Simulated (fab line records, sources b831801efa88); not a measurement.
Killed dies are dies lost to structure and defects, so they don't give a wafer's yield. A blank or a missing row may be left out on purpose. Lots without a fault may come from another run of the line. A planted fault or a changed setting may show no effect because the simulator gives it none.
A struck lot beside a sound one | flow sky130 | 44 steps out of a route of 708
Sound: wafers L154.2, L154.4, L154.6. Struck: wafers L147.1, L147.2, L147.4. The cause comes at the end.
At each step with rows: each side's tool, then ch and its chambers, then its first start. Under that, the readings that differ: sound wafers | struck wafers | difference of the means | sigmas: that difference in standard deviations of wafers without a fault.
alike: readings whose means differ by less than 2 such deviations, and words and numbers that are the same on both sides. not compared: withheld readings, readings that some wafer has no value for, bounds like >300 that may hide the same value, and numbers for which the record gives no deviation and whose values overlap.
The two part at a step that has a row with sigmas, a row that says differs or no value, or rows on one side only. Numbers that don't overlap but have no deviation are shown without sigmas and don't part them. A reading that every wafer of one side lacks parts them only if that side has two wafers or more.

first, 1 step without rows for these wafers: SKY_SONOS_TUNNEL_DEVELOP_06 (develop time 60 s).
SKY_SONOS_TUNNEL_CD_MEAS_07: target cd 410 nm.
  sound on cd_sem-01, day 16 15:21; struck on cd_sem-01, day 14 09:45
  alike: cd_nm
SKY_SONOS_TUNNEL_OVL_MEAS_08:
  sound on overlay-02, day 16 15:28; struck on overlay-02, day 14 09:52
  alike: SONOS_TUNNEL_OVL
then, 3 steps without rows for these wafers: SKY_SONOS_TUNNEL_IMPLANT_09; SKY_SONOS_TUNNEL_WET_ETCH_10 (etches SiO2 in dHF, target depth 14 nm, time 280 s); SKY_SONOS_TUNNEL_STRIP_11 (strips in SPM, time 600 s).
SKY_SONOS_TUNNEL_TW_MEAS_12:
  sound on film_metro-03, day 16 15:56; struck on film_metro-01, day 14 10:19
  alike: SONOS_TUNNEL_TW
then, 2 steps without rows for these wafers: SKY_SONOS_TUNNEL_CLEAN_13 (cleans in dHF, time 20 s); SKY_SONOS_ONO_OXIDATION_00 (stabilise 600 s, purge 300 s, target thk 2.6 nm).
SKY_SONOS_ONO_THK_MEAS_01:
  sound on film_metro-03, day 16 20:11; struck on film_metro-04, day 14 12:00
  alike: SONOS_ONO_OXIDATION_THK
then, 1 step without rows for these wafers: SKY_SONOS_ONO_CVD_02 (deposits Si3N4 from DCS/NH3, target thk 10.5 nm, time 180 s).
SKY_SONOS_ONO_THK_MEAS_03:
  sound on film_metro-03, day 16 21:34; struck on film_metro-02, day 14 15:40
  alike: SONOS_ONO_CVD_02_THK
SKY_SONOS_ONO_CVD_04: deposits SiO2 from SiH4/N2O, target thk 5.7199 nm.
  sound on lpcvd-03 ch 1, day 16 21:37; struck on lpcvd-03 ch 1, day 14 15:44
  reading                                    | sound            | struck            | difference | sigmas
  model.SiO2_of_SONOS_ONO_CVD_04.thk_nm (nm) | 5.77 5.832 5.754 | 6.302 6.336 6.237 | +0.506     |
  alike: spike_tc_centre_C, spike_tc_lower_C
SKY_SONOS_ONO_THK_MEAS_05:
  sound on film_metro-03, day 16 22:52; struck on film_metro-04, day 14 17:01
  reading                   | sound          | struck         | difference | sigmas
  SONOS_ONO_CVD_04_THK (nm) | 5.77 5.87 5.79 | 6.29 6.34 6.20 | +0.47      | +4
then, 7 steps without rows for these wafers: SKY_SONOS_ONO_DEHYDRATE_06 (time 60 s); SKY_SONOS_ONO_HMDS_07 (prime time 60 s); SKY_SONOS_ONO_COAT_08 (resist thk 1140 nm); SKY_SONOS_ONO_SOFTBAKE_09 (time 60 s); SKY_SONOS_ONO_EXPOSE_10 (exposes mask ONOM, target cd 410 nm); SKY_SONOS_ONO_PEB_11; SKY_SONOS_ONO_DEVELOP_12 (develop time 60 s).
SKY_SONOS_ONO_CD_MEAS_13: target cd 410 nm.
  sound on cd_sem-01, day 18 03:57; struck on cd_sem-01, day 15 20:02
  alike: cd_nm
SKY_SONOS_ONO_OVL_MEAS_14:
  sound on overlay-02, day 18 04:04; struck on overlay-01, day 15 20:09
  alike: SONOS_ONO_OVL
SKY_SONOS_ONO_ETCH_15: etches the open film in CHF3/O2, target depth 19.52 nm, time 7.8 s.
  sound on rie_diel-04 ch 0,1,3, day 18 04:05; struck on rie_diel-02 ch 0,1,2, day 15 20:11
  alike: chf3_flow_sccm, drypump_motor_current_A, oes_product_au, throttle_valve_pct
  not compared: rf_hours_counter_h
then, 1 step without rows for these wafers: SKY_SONOS_ONO_WET_ETCH_16 (etches SiO2 in dHF, target depth 14 nm, time 280 s).
SKY_SONOS_ONO_STRIP_17: strips in O2/N2.
  sound on plasma_asher-03 ch 0,1, day 18 04:13; struck on plasma_asher-01 ch 0,1, day 15 20:17
  reading                      | sound             | struck            | difference | sigmas
  strip_time_to_endpoint_s (s) | 14.07 14.09 14.10 | 14.19 14.21 14.18 | +0.11      | +3
  alike: drypump_motor_current_A, oes_product_au
  not compared: rf_hours_counter_h
then, 3 steps without rows for these wafers: SKY_SONOS_ONO_WET_ETCH_18 (etches Si3N4 in H3PO4, target depth 15 nm, time 172 s); SKY_GATE_OXIDE_CLEAN_00 (cleans in SC1/SC2, time 150 s); SKY_GATE_OXIDE_OXIDATION_01 (stabilise 600 s, purge 300 s, target thk 10.268 nm).
SKY_GATE_OXIDE_THK_MEAS_02:
  sound on film_metro-02, day 18 06:16; struck on film_metro-01, day 15 23:19
  alike: GATE_OXIDE_OXIDATION_00_THK
then, 7 steps without rows for these wafers: SKY_GATE_OXIDE_DEHYDRATE_03 (time 60 s); SKY_GATE_OXIDE_HMDS_04 (prime time 60 s); SKY_GATE_OXIDE_COAT_05 (resist thk 1140 nm); SKY_GATE_OXIDE_SOFTBAKE_06 (time 60 s); SKY_GATE_OXIDE_EXPOSE_07 (exposes mask LVOM, target cd 600 nm); SKY_GATE_OXIDE_PEB_08; SKY_GATE_OXIDE_DEVELOP_09 (develop time 60 s).
SKY_GATE_OXIDE_OVL_MEAS_10:
  sound on overlay-02, day 19 12:49; struck on overlay-01, day 17 03:24
  reading             | sound          | struck      | difference | sigmas
  GATE_OXIDE_OVL (nm) | -3.7 -2.9 -2.3 | 2.0 1.3 0.5 | +4.2       | +3
then, 2 steps without rows for these wafers: SKY_GATE_OXIDE_IMPLANT_11; SKY_GATE_OXIDE_WET_ETCH_12 (etches SiO2 in dHF, target depth 16.8 nm, time 336 s).
SKY_GATE_OXIDE_STRIP_13: strips in O2/N2.
  sound on plasma_asher-01 ch 0,1, day 19 13:07; struck on plasma_asher-01 ch 0,1, day 17 03:41
  alike: drypump_motor_current_A, oes_product_au, strip_time_to_endpoint_s
  not compared: rf_hours_counter_h
SKY_GATE_OXIDE_TW_MEAS_14:
  sound on film_metro-01, day 19 13:13; struck on film_metro-01, day 17 03:47
  alike: GATE_OXIDE_TW
SKY_GATE_OXIDE_CLEAN_15: cleans in SC1/SC2, time 150 s.
  sound on wet_bench-04 ch 0, day 19 13:16; struck on wet_bench-02 ch 1, day 17 03:51
  reading                                    | sound             | struck            | difference | sigmas
  model.SiO2_of_SONOS_ONO_CVD_04.thk_nm (nm) | 4.246 4.312 4.234 | 4.785 4.816 4.718 | +0.509     |
-- the record jumps here: 31 days lie between the struck wafers' starts before and after (it left off in module GATE_OXIDE and takes up again in module PAD_OPEN, whose first step shown is number 708 of the route) --
SKY_PAD_OPEN_PROBE_99:
  sound on prober-02, day 49 17:06; struck on prober-01, day 48 00:13
  reading                                 | sound                | struck               | difference | sigmas
  model.etest.sonos_uncharged.r_on_ohm_um | 810.1 814.6 799      | 836.4 826.6 818.9    | +19.4      |
  model.etest.cap_ono.gate_log10_a_cm2    | -7.725 -8.037 -7.807 | -8.6 -8.523 -8.361   | -0.6       |
  model.etest.cap_ono.gate_bv_v (V)       | 16.35 16.2 16.19     | 17.28 17.19 16.88    | +0.87      |
  model.etest.cap_ono.tox_acc_nm (nm)     | 12.84 12.99 12.8     | 13.39 13.38 13.26    | +0.47      |
  model.etest.sonos_programmed.vt_v (V)   | 1.459 1.397 1.493    | 1.157 1.206 1.275    | -0.237     |
  model.etest.sonos_erased.vt_v (V)       | -2.338 -2.24 -2.312  | -2.007 -2.085 -2.091 | +0.236     |
  model.etest.sonos_baked.vt_v (V)        | 0.9289 0.8879 0.9499 | 0.7741 0.7833 0.8115 | -0.1326    |
  alike: killed_at_M0_to_M3, killed_at_M4_up, killed_at_contacts, killed_at_front_end, killed_at_other, killed_dies, killed_open, killed_short
  not compared: model.etest.sonos_erased.drive_ua_um

WHERE THEY PART
First at SKY_SONOS_ONO_THK_MEAS_05; last, within this record, at SKY_GATE_OXIDE_OVL_MEAS_10. Later steps at which nothing parts them and some readings are alike: SKY_GATE_OXIDE_STRIP_13, SKY_GATE_OXIDE_TW_MEAS_14, SKY_PAD_OPEN_PROBE_99.

WHY: what the simulator had put in
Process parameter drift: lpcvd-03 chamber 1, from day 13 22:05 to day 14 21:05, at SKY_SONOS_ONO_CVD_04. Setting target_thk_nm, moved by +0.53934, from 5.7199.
